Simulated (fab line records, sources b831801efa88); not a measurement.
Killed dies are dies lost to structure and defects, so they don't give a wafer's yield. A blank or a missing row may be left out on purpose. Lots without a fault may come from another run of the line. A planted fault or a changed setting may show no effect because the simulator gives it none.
A struck lot beside a sound one | flow gf180mcu | 15 steps out of a route of 602
Sound: wafers L786.1, L786.2, L786.5. Struck: wafers L805.2, L805.3, L805.5. The cause comes at the end.
At each step with rows: each side's tool, then ch and its chambers, then its first start. Under that, the readings that differ: sound wafers | struck wafers | difference of the means | sigmas: that difference in standard deviations of wafers without a fault.
alike: readings whose means differ by less than 2 such deviations, and words and numbers that are the same on both sides. not compared: withheld readings, readings that some wafer has no value for, bounds like >300 that may hide the same value, and numbers for which the record gives no deviation and whose values overlap.
The two part at a step that has a row with sigmas, a row that says differs or no value, or rows on one side only. Numbers that don't overlap but have no deviation are shown without sigmas and don't part them. A reading that every wafer of one side lacks parts them only if that side has two wafers or more.

GF_M4_SPUTTER_04: material TiN, target thk 50 nm, time 41.7 s.
  sound on pvd_sputter-04, day 22 04:50; struck on pvd_sputter-03, day 28 17:30
  alike: cathode_dc_power_W, throttle_valve_pct
GF_M4_RS_MEAS_05: measures by four-point-probe.
  sound on film_metro-02, day 22 04:52; struck on film_metro-02, day 28 17:34
  alike: M4_ALCU_RS
GF_M4_THK_MEAS_06: measures by xrf.
  sound on film_metro-02, day 22 04:59; struck on film_metro-02, day 28 17:40
  alike: M4_ALCU_THK
then, 7 steps without rows for these wafers: GF_M4_DEHYDRATE_07 (time 60 s); GF_M4_HMDS_08 (prime time 60 s); GF_M4_COAT_09 (resist thk 1000 nm); GF_M4_SOFTBAKE_10 (time 60 s); GF_M4_EXPOSE_11 (exposes mask Metal4, target cd 280 nm); GF_M4_PEB_12 (peb time 90 s); GF_M4_DEVELOP_13 (develop time 60 s).
GF_M4_CD_MEAS_14: target cd 280 nm.
  sound on cd_sem-02, day 23 03:16; struck on cd_sem-01, day 29 12:01
  alike: cd_nm
GF_M4_OVL_MEAS_15:
  sound on overlay-02, day 23 03:23; struck on overlay-01, day 29 12:07
  alike: M4_OVL
GF_M4_METAL_ETCH_16: etches the open film in Cl2/BCl3, stops on SiO2, target depth 627.5 nm, time 104.6 s.
  sound on rie_metal-01 ch 0,1, day 23 03:25; struck on rie_metal-01 ch 0,1, day 29 12:09
  no value came back on the struck wafers for any of 5 readings (bcl3_flow_sccm (sccm), bias_w (W) and others); on the sound wafers bcl3_flow_sccm (sccm) reads 40.17 40.05 40.15
  reading                             | sound             | struck          | difference | sigmas
  model.KrF_of_M4_COAT_09.thk_nm (nm) | 731.9 734.5 734.1 | 985 984.2 987.2 | +252       |
  not compared: rf_hours_counter_h
GF_M4_STRIP_17: strips in O2/N2.
  sound on plasma_asher-01 ch 0,1, day 23 03:32; struck on plasma_asher-04 ch 0,1, day 29 12:16
  reading                      | sound             | struck            | difference | sigmas
  oes_product_au (a.u.)        | 0.560 0.556 0.558 | 0.655 0.669 0.662 | +0.104     | +20
  strip_time_to_endpoint_s (s) | 7.84 7.87 7.87    | 10.21 10.19 10.22 | +2.35      | +60
  alike: drypump_motor_current_A, heater_power_w
  not compared: rf_hours_counter_h
then, 1 step without rows for these wafers: GF_M4_STRIP_18 (strips in post etch residue remover, time 1200 s).

WHERE THEY PART
First at GF_M4_METAL_ETCH_16; last, within this record, at GF_M4_STRIP_17.

WHY: what the simulator had put in
Skipped step whole: rie_metal-01, from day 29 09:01 on, at GF_M4_METAL_ETCH_16. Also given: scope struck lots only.
